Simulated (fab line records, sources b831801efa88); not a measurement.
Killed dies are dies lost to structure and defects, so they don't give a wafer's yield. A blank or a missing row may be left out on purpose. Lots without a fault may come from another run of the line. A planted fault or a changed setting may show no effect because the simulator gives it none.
One fault seen from 2 desks | flow gf180mcu | each desk has only its own numbers; what lay behind them comes last

THE METROLOGY DESK
What the gauges read, lot by lot, whatever tool the lot ran on: means of the sampled wafers that have a number. A lot is out of limits, marked OUT, if its mean lies more than 4 standard deviations from the usual mean; the brackets give that distance.
Columns: A = M3_ALCU_THK at GF_M3_THK_MEAS_06, usual 444 nm
lot  | first seen here | A
L295 | day 20 14:19    | 444
L301 | day 22 20:27    | 443
L299 | day 22 22:37    | 439
L300 | day 22 22:56    | 440
L303 | day 23 21:44    | 445
L307 | day 25 13:48    | 411 (-6.4) OUT
L309 | day 26 04:04    | 447
L311 | day 26 15:35    | 442
L310 | day 26 17:01    | 408 (-6.9) OUT
L314 | day 27 11:45    | 453
L315 | day 27 19:25    | 452
L316 | day 27 21:09    | 445
This desk's finding: out of limits on L307, L310; first on L307, day 25 13:48 (M3_ALCU_THK at GF_M3_THK_MEAS_06). In limits: L295, L301, L299, L300, L303, L309, L311, L314, L315, L316.

THE TOOL OWNER'S DESK: pvd_sputter-03
The tool's own readings at GF_M3_SPUTTER_04 (material TiN, target thk 50 nm, time 41.7 s): means of the sampled wafers that have a number, for each lot that ran on this tool. A lot is out of limits, marked OUT, if its mean lies more than 4 standard deviations from the usual mean; the brackets give that distance.
Columns: A = throttle_valve_pct at GF_M3_SPUTTER_04, usual 30.0 %
lot  | first seen here | A
L301 | day 22 20:17    | 29.5
L303 | day 23 21:34    | 28.8
L307 | day 25 13:38    | 29.6
L310 | day 26 16:50    | 29.0
This desk's finding: nothing out of limits on any of the 4 lots.

PUT TOGETHER
The metrology desk could have raised an alarm at day 25 13:48, on L307, L310.
The tool owner's desk saw nothing out of limits.
The tool owner's desk has L307, L310 on record, within its limits.
Of the lots named, all ran GF_M3_SPUTTER_04 on pvd_sputter-03.

WHAT THE SIMULATOR HAD PUT IN
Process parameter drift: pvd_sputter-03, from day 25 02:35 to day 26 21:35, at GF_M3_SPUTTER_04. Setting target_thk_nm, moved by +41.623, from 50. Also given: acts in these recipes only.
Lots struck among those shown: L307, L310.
Hours from the fault's start to each desk's first reading out of limits: the metrology desk, 11.
